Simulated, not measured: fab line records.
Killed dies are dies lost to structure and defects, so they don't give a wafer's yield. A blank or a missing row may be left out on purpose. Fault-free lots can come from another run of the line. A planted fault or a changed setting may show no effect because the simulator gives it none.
What tool caused it?    flow sky130    33 wafers from 11 lots sampled at 5 of the route's 708 steps

== WHAT THE GAUGES READ, wafer by wafer ==
SKY_RES_XHIGH_TW_MEAS_09. Usual: RES_XHIGH_TW typically reads 1620, with standard deviation 22.
lot   measured      on             RES_XHIGH_TW             flag
L799  day 26 03:22  film-metro-04  1618 1609 1617           
L800  day 26 19:59  film-metro-01  1581 1597 1589           
L802  day 27 09:48  film-metro-02  1639 1636 1630           
L807  day 29 08:08  film-metro-02  1643 1651 1645           
L808  day 30 08:14  film-metro-01  1590 1594 1588           
L809  day 30 13:24  film-metro-02  791 796 803 791 802 801  OFF
L810  day 30 14:15  film-metro-04  785 787 785 780 784 781  OFF
L817  day 32 21:37  film-metro-04  1609 1611 1613           
L818  day 33 02:21  film-metro-02  1647 1650 1651           
L819  day 33 07:20  film-metro-02  1646 1642 1646           
L820  day 34 07:51  film-metro-01  1587 1581 1581           

SKY_SD_N_RS_MEAS_18: uses a four-point probe to measure. Usual: RES_XHIGH_RS typically reads 334.0 ohm/sq, with standard deviation 1.2.
lot   measured      on             RES_XHIGH_RS (ohm/sq)                      flag
L799  day 27 09:05  film-metro-04  333.6 333.1 333.2                          
L800  day 28 01:07  film-metro-01  335.0 334.2 336.4                          
L802  day 28 15:38  film-metro-01  335.1 335.2 334.5                          
L807  day 30 13:01  film-metro-02  331.9 332.3 330.8                          
L808  day 31 12:18  film-metro-04  334.9 335.3 334.9                          
L809  day 31 17:26  film-metro-01  2036.3 1992.3 2009.2 2034.5 1987.6 2008.8  OFF
L810  day 31 18:48  film-metro-04  2029.1 2007.0 2013.5 2025.1 2007.3 2009.1  OFF
L817  day 34 01:40  film-metro-04  333.7 335.2 333.7                          
L818  day 34 05:25  film-metro-04  332.8 333.9 334.1                          
L819  day 34 10:29  film-metro-02  333.3 332.8 334.2                          
L820  day 35 10:52  film-metro-01  334.4 335.9 334.5                          

SKY_LI_CONTACT_BOW_MEAS_03. Usual: LI_CONTACT_BOW typically reads 56 um, with standard deviation 6.2.
lot   measured      on             LI_CONTACT_BOW (um)  flag
L799  day 27 09:41  film-metro-01  50 57 51             
L800  day 28 01:43  film-metro-04  57 55 58             
L802  day 28 16:14  film-metro-04  54 58 66             
L807  day 30 13:50  film-metro-02  62 64 59             
L808  day 31 12:54  film-metro-04  55 51 47             
L817  day 34 02:17  film-metro-02  52 45 47             
L818  day 34 06:01  film-metro-04  53 53 64             
L819  day 34 11:05  film-metro-04  67 57 57             
L820  day 35 11:28  film-metro-01  54 44 46             

== WHAT TOOL EACH LOT RAN ON (gives the tool, then ch and the chambers of the sampled wafers, and finally the start) ==
lot   SKY_SD_P_STRIP_10                     SKY_RES_XHIGH_IMPLANT_07
L799  plasma-asher-03 ch 0,1, day 24 21:30  implanter-03 ch 0, day 26 03:07
L800  plasma-asher-04 ch 0,1, day 25 14:56  implanter-03 ch 0, day 26 19:46
L802  plasma-asher-04 ch 0,1, day 26 04:38  implanter-02 ch 0, day 27 09:34
L807  plasma-asher-01 ch 0,1, day 28 03:50  implanter-03 ch 0, day 29 07:53
L808  plasma-asher-04 ch 0,1, day 29 04:11  implanter-03 ch 0, day 30 08:00
L809  plasma-asher-03 ch 0,1, day 29 09:08  implanter-03 ch 0, day 30 13:10
L810  plasma-asher-04 ch 0,1, day 29 10:47  implanter-03 ch 0, day 30 14:02
L817  plasma-asher-01 ch 0,1, day 31 18:41  implanter-01 ch 0, day 32 21:22
L818  plasma-asher-03 ch 0,1, day 31 23:08  implanter-01 ch 0, day 33 02:08
L819  plasma-asher-01 ch 0,1, day 32 03:53  implanter-01 ch 0, day 33 07:05
L820  plasma-asher-04 ch 0, day 33 06:00    implanter-01 ch 0, day 34 07:37
- SKY_SD_P_STRIP_10: strips in O2/N2.
- SKY_RES_XHIGH_IMPLANT_07

== AS READ BY THE TOOLS THEMSELVES (means over the sampled wafers that have a number; for cases with no such wafer, the mark the record gives instead) ==
SKY_SD_P_STRIP_10. Usual: drypump-motor-current-A 5.6 A, standard deviation 0.46; oes-product-au 0.617 a.u., standard deviation 0.0046; strip-time-to-endpoint-s 17.52 s, standard deviation 0.039.
lot   tool             drypump-motor-current-A (A)  oes-product-au (a.u.)  strip-time-to-endpoint-s (s)  flag
L799  plasma-asher-03  6.1                          0.615                  17.55                         
L800  plasma-asher-04  5.6                          0.625                  17.57                         
L802  plasma-asher-04  5.3                          0.619                  17.56                         
L807  plasma-asher-01  5.6                          0.617                  17.56                         
L808  plasma-asher-04  5.6                          0.615                  17.55                         
L809  plasma-asher-03  6.0                          0.612                  17.56                         
L810  plasma-asher-04  5.6                          0.616                  17.51                         
L817  plasma-asher-01  5.4                          0.615                  17.53                         
L818  plasma-asher-03  5.9                          0.627                  17.54                         
L819  plasma-asher-01  5.4                          0.617                  17.47                         
L820  plasma-asher-04  5.9                          0.617                  17.48                         

SKY_RES_XHIGH_IMPLANT_07. Usual: beam-on-s 35.6 s, standard deviation 1.8; dose-ions-cm2 3.6e+14, standard deviation 3.9e+11; faraday-current-uA 572, standard deviation 28.
lot   tool          beam-on-s (s)  dose-ions-cm2  faraday-current-uA  flag
L799  implanter-03  34.8           3.6e+14        584                 
L800  implanter-03  34.6           3.6e+14        590                 
L802  implanter-02  38.8           3.6e+14        524                 
L807  implanter-03  34.2           3.6e+14        594                 
L808  implanter-03  34.1           3.6e+14        595                 
L809  implanter-03  9.8            3.6e+13        207                 OFF
L810  implanter-03  9.9            3.6e+13        205                 OFF
L817  implanter-01  35.2           3.6e+14        575                 
L818  implanter-01  35.9           3.6e+14        566                 
L819  implanter-01  34.9           3.6e+14        580                 
L820  implanter-01  35.1           3.6e+14        579                 

== THE ANSWER, worked out from the rows above alone ==
Rule: a lot counts as off when the mean over its wafers that have a number is more than 3 standard deviations away from the usual mean. A lot without any number at a reading at which 4 lots or more have one is off too. Any other lot the step has rows for is counted as sound. After the gauges, taken in route order, come the tools' own readings; for these a lot's mean is taken, as printed above. At the first step where some lot is off, the reading lying furthest off is the one used; lots without a number count as furthest.
Off: L809, L810, at SKY_RES_XHIGH_TW_MEAS_09 (RES_XHIGH_TW).
A tool fits if, at a process step before that reading, it ran every lot that is off, and no sound lot after the first of them. Not tried: the gauges at SKY_RES_XHIGH_TW_MEAS_09; whatever is off there is also off at SKY_RES_XHIGH_IMPLANT_07, on other tools, and gauge error can't account for it. One fits: SKY_RES_XHIGH_IMPLANT_07 on implanter-03. Its last sound lot is L808 (day 30 08:00), its first lot that is off L809 (day 30 13:10): a fault that began between those two fits.
The tool's own readings at SKY_RES_XHIGH_IMPLANT_07 bear it out: on the lots that are off they differ by more than 5 times the standard deviation of the sound lots' means. beam-on-s reads 9.9 s there against 35.3 s on the sound lots; dose-ions-cm2 reads 3.6e+13 there against 3.6e+14 on the sound lots; faraday-current-uA reads 206 there against 576 on the sound lots.

== WHAT WAS PUT IN BY THE SIMULATOR ==
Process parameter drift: implanter-03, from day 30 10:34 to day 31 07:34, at SKY_RES_XHIGH_IMPLANT_07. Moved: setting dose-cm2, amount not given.
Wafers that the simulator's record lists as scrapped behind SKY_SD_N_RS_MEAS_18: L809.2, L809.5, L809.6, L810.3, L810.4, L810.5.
Struck lots among those shown: L809, L810. This agrees with what the rule above found.
